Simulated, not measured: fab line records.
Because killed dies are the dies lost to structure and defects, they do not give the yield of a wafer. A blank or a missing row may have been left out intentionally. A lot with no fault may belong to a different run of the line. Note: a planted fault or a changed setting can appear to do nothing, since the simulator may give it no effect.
Matching of chambers + flow gf180mcu + cmp-01 running GF_V2_CMP_04: 4 sister chambers
The step polishes SiO2. 39 wafers are shown with their chamber, then 12 later ones without.

== EACH WAFER AND ITS CHAMBER ==
| wafer  | chamber | motorCurrentA (A) | timeToEndpointS (s) |
|--------|---------|-------------------|---------------------|
| L074.3 | 3       | 9.9               | 72                  |
| L074.4 | 0       | 10.1              | 76                  |
| L074.5 | 0       | 9.6               | 80                  |
| L075.1 | 3       | 9.8               | 75                  |
| L075.3 | 1       | 13.2              | 82                  |
| L075.6 | 2       | 13.3              | 90                  |
| L079.3 | 1       | 13.0              | 85                  |
| L079.5 | 1       | 13.3              | 84                  |
| L079.6 | 2       | 12.5              | 86                  |
| L081.2 | 1       | 12.8              | 80                  |
| L081.3 | 2       | 12.8              | 88                  |
| L081.5 | 3       | 9.6               | 86                  |
| L081.1 | 0       | 9.9               | 74                  |
| L081.4 | 3       | 9.9               | 85                  |
| L081.6 | 2       | 12.2              | 94                  |
| L082.2 | 1       | 12.6              | 85                  |
| L082.3 | 3       | 10.0              | 79                  |
| L082.6 | 2       | 12.3              | 97                  |
| L084.2 | 3       | 9.7               | 80                  |
| L084.4 | 1       | 12.8              | 85                  |
| L084.6 | 0       | 11.1              | 87                  |
| L085.2 | 2       | 12.4              | 83                  |
| L085.4 | 0       | 9.7               | 70                  |
| L085.5 | 1       | 13.2              | 84                  |
| L086.3 | 3       | 10.2              | 77                  |
| L086.4 | 2       | 12.6              | 94                  |
| L086.6 | 0       | 9.7               | 77                  |
| L086.1 | 0       | 9.8               | 75                  |
| L086.2 | 1       | 13.2              | 77                  |
| L086.5 | 3       | 10.1              | 74                  |
| L088.1 | 1       | 12.1              | 82                  |
| L088.3 | 2       | 12.0              | 85                  |
| L088.6 | 0       | 9.6               | 80                  |
| L091.2 | 1       | 13.1              | 82                  |
| L091.4 | 0       | 10.3              | 86                  |
| L091.5 | 0       | 9.8               | 79                  |
| L091.1 | 3       | 10.1              | 79                  |
| L091.3 | 2       | 12.2              | 83                  |
| L091.6 | 1       | 12.0              | 79                  |

SIGNATURES (means of the wafers above)
| reading         | chamber 0 | chamber 1 | chamber 2 | chamber 3 | scatter within a chamber |
|-----------------|-----------|-----------|-----------|-----------|--------------------------|
| motorCurrentA   | 9.960     | 12.845    | 12.478    | 9.922     | 0.394                    |
| timeToEndpointS | 78.40     | 82.27     | 88.89     | 78.56     | 4.5                      |
Rule: distance of a wafer from a chamber = root of the sum over the readings of ((wafer's reading minus chamber's mean) / reading's scatter) squared. The wafer belongs to the nearest chamber; if the next one is less than 2 further off, it can't be placed. How the scatter is found: for the shown wafers, subtract from each reading the mean of its chamber, square and add these, divide the total by (wafers less chambers), then take the root.

== WAFERS WHOSE CHAMBER IS MISSING ==
| wafer  | motorCurrentA (A) | timeToEndpointS (s) |
|--------|-------------------|---------------------|
| L092.3 | 13.7              | 78                  |
| L092.4 | 10.1              | 87                  |
| L092.6 | 10.3              | 80                  |
| L094.2 | 9.8               | 73                  |
| L094.5 | 12.0              | 86                  |
| L094.6 | 12.8              | 79                  |
| L096.3 | 10.3              | 72                  |
| L096.4 | 13.0              | 83                  |
| L096.5 | 13.0              | 78                  |
| L096.1 | 10.2              | 73                  |
| L096.2 | 12.7              | 86                  |
| L096.6 | 13.0              | 90                  |

== CHAMBER TAKEN BY EACH ==
| wafer  | from the rows above     | in truth |
|--------|-------------------------|----------|
| L092.3 | can't be placed: 1 or 2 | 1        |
| L092.4 | can't be placed: 3 or 0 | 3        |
| L092.6 | can't be placed: 0 or 3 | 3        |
| L094.2 | can't be placed: 0 or 3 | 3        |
| L094.5 | can't be placed: 2 or 1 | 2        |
| L094.6 | can't be placed: 1 or 2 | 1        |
| L096.3 | can't be placed: 0 or 3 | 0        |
| L096.4 | can't be placed: 1 or 2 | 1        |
| L096.5 | can't be placed: 1 or 2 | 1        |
| L096.1 | can't be placed: 0 or 3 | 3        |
| L096.2 | can't be placed: 2 or 1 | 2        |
| L096.6 | can't be placed: 2 or 1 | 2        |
Correct placement for 0 of the 12. From these rows, 12 cannot be placed; in 12 the true chamber is one of the candidates. Placed wrongly: 0.
